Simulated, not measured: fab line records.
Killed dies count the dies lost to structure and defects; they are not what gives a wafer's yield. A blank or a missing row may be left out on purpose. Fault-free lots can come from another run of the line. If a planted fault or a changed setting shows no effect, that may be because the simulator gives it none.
Struck lot and sound lot, side by side ; flow sky130 ; 14 out of 708 route steps
Sound: the wafers L657.1, L657.4, L657.5. Wafers struck: L656.2, L656.3, L656.5. Last of all comes the cause.
For every step that has rows: the tool of each side, followed by ch and its chambers, followed by its first start. Under that, the readings that differ: sound wafers ; struck wafers ; difference of the means ; sigmas: that difference in standard deviations of wafers without a fault.
alike: words and numbers the same on both sides, and readings whose means are apart by under 2 such deviations; not compared: readings that were withheld, readings missing a value for some wafer, numbers with overlapping values and no deviation given by the record, and bounds like >300 which may hide the same value.
A row with sigmas, a row that says differs or no value, or rows on one side alone: a step with any of these is where the two part. Numbers that don't overlap but have no deviation are shown without sigmas and don't part them. Lack of a reading on every wafer of one side parts them only where that side has two or more wafers.

first, 1 step without rows for these wafers: SKY_LDD_LDN_IMPLANT_11.
SKY_LDD_LDN_STRIP_12: strips in O2/N2.
  sound on plasma_asher-02 ch 0,1, day 30 08:23; struck on plasma_asher-02 ch 0,1, day 30 02:17
  alike: drypump_motor_current_A, oes_product_au, strip_time_to_endpoint_s
  not compared: rf_hours_counter_h
SKY_LDD_LDN_TW_MEAS_13:
  sound on film_metro-02, day 30 08:29; struck on film_metro-04, day 30 02:23
  alike: LDD_LDN_TW
then, 2 steps without rows for these wafers: SKY_LDD_LDN_CLEAN_14 (cleans in SC1/SC2, time 150 s); SKY_SPACER_CVD_00 (deposits Si3N4 from DCS/NH3, target thk 43.1 nm, time 740 s).
SKY_SPACER_THK_MEAS_01:
  sound on film_metro-04, day 30 10:55; struck on film_metro-02, day 30 04:10
  alike: SPACER_CVD_00_THK
SKY_SPACER_ETCHBACK_02: etches Si3N4 in CH3F/O2, stops on SiO2, time 46.7 s, target depth 45 nm.
  sound on rie_diel-01 ch 0,2, day 30 10:59; struck on rie_diel-01 ch 1,2, day 30 04:13
  alike: drypump_motor_current_A, oes_product_au, throttle_valve_pct
  not compared: rf_hours_counter_h
then, 5 steps without rows for these wafers: SKY_POLY_CUT_DEHYDRATE_00 (time 60 s); SKY_POLY_CUT_HMDS_01 (prime time 60 s); SKY_POLY_CUT_COAT_02 (resist thk 60 nm); SKY_POLY_CUT_COAT_03 (resist thk 450 nm); SKY_POLY_CUT_SOFTBAKE_04 (time 90 s).
SKY_POLY_CUT_EXPOSE_05: exposes mask NPCM, target cd 270 nm.
  sound on krf_scanner-02 ch 0, day 31 00:13; struck on krf_scanner-02, day 30 17:58
  no value came back on the struck wafers for exposure_dose_mJ_cm2, focus_offset_nm (nm), sigma_outer; on the sound wafers exposure_dose_mJ_cm2 reads 31.94 31.97 31.99
  alike: mask
after that, 1 step had no rows for these wafers: SKY_POLY_CUT_PEB_06.

WHERE THEY PART
SKY_POLY_CUT_EXPOSE_05 only, going by this record.

WHY: the cause the simulator had injected
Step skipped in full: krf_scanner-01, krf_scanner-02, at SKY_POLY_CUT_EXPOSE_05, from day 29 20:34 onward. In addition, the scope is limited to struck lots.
